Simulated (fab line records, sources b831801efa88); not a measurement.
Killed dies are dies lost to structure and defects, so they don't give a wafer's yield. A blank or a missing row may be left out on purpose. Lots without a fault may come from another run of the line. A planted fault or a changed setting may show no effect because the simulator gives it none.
fab line records | flow sky130
record lots=6 wafers=18 last_day=50
route steps=708 shown RES_XHIGH@334 SD_N@342
lots that met no fault: from a run of the same line without faults
start_h: hours from the record's first day to the start of the lot's first wafer shown | wait_h: hours since the lot's step before | " the same as in the row above | L1.1+2: a row that stands for several wafers | - no value, or no start given | * or withheld: withheld | < > ~ a bound
route shown NAME@n: a module of which the file shows steps, and the number in the route of the first | usual: mean/standard deviation of fault-free wafers | same: alike in all rows | chamber/n: place in a boat | sites: the reading at each site | _std_site: their standard deviation | _edge_site: outer sites' mean less inner sites' | radius_mm: how far each site lies from the wafer's centre | mask NAME#n: copy n | behind: the tool/chamber that last shaped the wafer | hold: why the lot was held/for how many hours/how that ended | device: the transistor (n, p or np) that didn't switch | end of line: the same wafers' tests at the end of the route | a step without rows: its recipe alone | killed: dies lost to structure and defects at the first sort, not the wafer's yield | map: a wafer's dies, x killed, . not, _ none there
set.NAME: the setting as run; set.NAME@STEP: as run at that earlier step | model.NAME: the simulator's own value behind a step, which no gauge read
lots at some steps of the route; a table a step, a row a wafer
services: from which hour (start_h, from the record's first day; less than 0 if before it) a tool's chamber was out of use, for how many hours, and why
## steps
# step SKY_RES_XHIGH_COAT_02
# recipe resist=NOVOLAK spin_rpm=3000 resist_thk_nm=1140
# step SKY_RES_XHIGH_SOFTBAKE_03
# recipe temp_c=90 time_s=60 resist=NOVOLAK
# step SKY_RES_XHIGH_EXPOSE_04
# recipe mask_id=URPM na=0.6 source_shape=conventional sigma_outer=0.6 polarization=unpolarized target_cd_nm=1270 dose_mj=140
# step SKY_RES_XHIGH_PEB_05
# recipe temp_c=withheld time_s=* resist=NOVOLAK
# step SKY_RES_XHIGH_DEVELOP_06
# recipe resist=NOVOLAK developer=TMAH develop_time_s=60 dev_temp_c=23
# step SKY_RES_XHIGH_IMPLANT_07
# recipe species=BF2 energy_kev=20 dose_cm2=3.6e+14 tilt_deg=0
# step SKY_RES_XHIGH_STRIP_08
# recipe chemistry=O2/N2 power_w=1400 pressure_mtorr=1500 platen_temp_c=withheld o2_flow_sccm=3000 n2_flow_sccm=300 overash_fraction=0.5
# usual drypump_motor_current_A=5.5/0.32 oes_product_au=0.712/0.0046 strip_time_to_endpoint_s=14.28/0.045
# columns lot.wafer tool chamber start_h wait_h drypump_motor_current_A oes_product_au rf_hours_counter_h strip_time_to_endpoint_s
L852.3 plasma_asher-01 1 695.17 0.1 6.1 0.709 - 14.32
L852.5 " 0 " " 5.0 0.709 - 14.29
L852.6 " 1 " " 6.1 0.706 - 14.28
L855.2 plasma_asher-02 0 710.88 0.1 5.3 0.710 60 14.26
L855.4 " 1 " " 5.7 0.707 - 14.25
L855.6 " 1 " " 5.7 0.711 - 14.28
L859.4 plasma_asher-02 1 749.55 0.1 5.7 0.716 - 14.18
L859.5 " 1 " " 5.7 0.711 - 14.25
L859.6 " 0 " " 5.3 0.712 - 14.23
L861.2 plasma_asher-02 1 755.63 0.1 5.7 0.714 65 14.32
L861.3 " 1 " " 5.7 0.714 - 14.33
L861.4 " 0 " " 5.3 0.716 - 14.31
L862.1 plasma_asher-02 1 770.73 0.1 5.7 0.708 66 14.21
L862.3 " 1 " " 5.7 0.701 - 14.29
L862.5 " 1 " " 5.7 0.717 - 14.25
L867.1 plasma_asher-02 0 805.06 0.1 5.3 0.702 69 14.32
L867.5 " 1 " " 5.7 0.714 - 14.31
L867.6 " 0 " " 5.3 0.716 - 14.34
# step SKY_RES_XHIGH_TW_MEAS_09
# usual RES_XHIGH_TW=1646/13
# columns lot.wafer tool chamber start_h wait_h RES_XHIGH_TW
L852.3 film_metro-01 - 695.25 0.1 1658
L852.5 " - " " 1675
L852.6 " - " " 1664
L855.2 film_metro-02 - 710.99 0.1 1622
L855.4 " - " " 1624
L855.6 " - " " 1632
L859.4 film_metro-01 - 749.64 0.1 1648
L859.5 " - " " 1643
L859.6 " - " " 1656
L861.2 film_metro-01 - 755.74 0.1 1654
L861.3 " - " " 1641
L861.4 " - " " 1648
L862.1 film_metro-01 - 770.83 0.1 1656
L862.3 " - " " 1656
L862.5 " - " " 1659
L867.1 film_metro-03 - 805.16 0.1 1654
L867.5 " - " " 1642
L867.6 " - " " 1647
# step SKY_SD_N_DEHYDRATE_00
# recipe temp_c=200 time_s=60
# step SKY_SD_N_HMDS_01
# recipe prime_time_s=60 prime_temp_c=120
# step SKY_SD_N_COAT_02
# recipe resist=NOVOLAK spin_rpm=3000 resist_thk_nm=1140
# step SKY_SD_N_SOFTBAKE_03
# recipe temp_c=90 time_s=60 resist=NOVOLAK
# step SKY_SD_N_EXPOSE_04
# recipe mask_id=NSDM na=0.6 source_shape=conventional sigma_outer=0.6 polarization=unpolarized target_cd_nm=380 dose_mj=141
# usual exposure_dose_mJ_cm2=140.78/0.26 focus_offset_nm=-0.1/0.48
# columns lot.wafer tool chamber start_h wait_h mask exposure_dose_mJ_cm2 focus_offset_nm
L852.3 iline_stepper-02 0 709.91 - NSDM#0 140.77 0.5
L852.5 " 0 " " NSDM#0 140.93 0.1
L852.6 " 0 " " NSDM#0 140.68 0.1
L855.2 iline_stepper-02 0 724.83 - NSDM#0 140.95 0.5
L855.4 " 0 " " NSDM#0 140.98 1.0
L855.6 " 0 " " NSDM#0 140.78 0.8
L859.4 iline_stepper-01 - 763.18 - NSDM#0 - -
L859.5 " - " " NSDM#0 - -
L859.6 " - " " NSDM#0 - -
L861.2 iline_stepper-02 - 769.86 - NSDM#0 - -
L861.3 " - " " NSDM#0 - -
L861.4 " - " " NSDM#0 - -
L862.1 iline_stepper-02 0 784.21 - NSDM#0 140.86 0.4
L862.3 " 0 " " NSDM#0 141.04 -0.1
L862.5 " 0 " " NSDM#0 141.00 -0.2
L867.1 iline_stepper-02 0 817.65 - NSDM#0 141.10 -0.7
L867.5 " 0 " " NSDM#0 140.92 -0.4
L867.6 " 0 " " NSDM#0 140.78 0.1
# step SKY_SD_N_PEB_05
# recipe temp_c=withheld time_s=* resist=NOVOLAK
## services
# columns tool chamber start_h hours kind
iline_stepper-02 0 673.58 - calibration
iline_stepper-02 - 733.54 4.4 pm
iline_stepper-01 - 746.42 2.4 repair
iline_stepper-02 - 752.07 1.7 pm
iline_stepper-01 0 752.66 - calibration
iline_stepper-01 - 806.29 23.9 repair
## key
first_sign step=SKY_SD_N_EXPOSE_04 reading=tool_record direction=missing
effect none on later readings
met_at SKY_SD_N_EXPOSE_04
struck_wafers L859.4,L859.5,L859.6,L861.2,L861.3,L861.4
sort_left_out L859.4,L859.5,L859.6,L861.2,L861.3,L861.4
tester_left_out L859,L861
onset_between 724.83 763.18
fault kind=skipped_step_whole tool=iline_stepper-01,iline_stepper-02 chamber=- onset_h=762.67 steps=SKY_SD_N_EXPOSE_04 scope=struck_lots_only
# tester_left_out: of these lots the tester's yield and bins aren't shown, on N5 and GAA mostly nor the transistor test; their killed dies are dies lost to structure and defects alone, not to doping, threshold or leakage, so they don't give the yield
# sort_left_out: the simulated sort isn't trusted on such a fault, so these wafers' sort isn't shown, and their yield isn't known
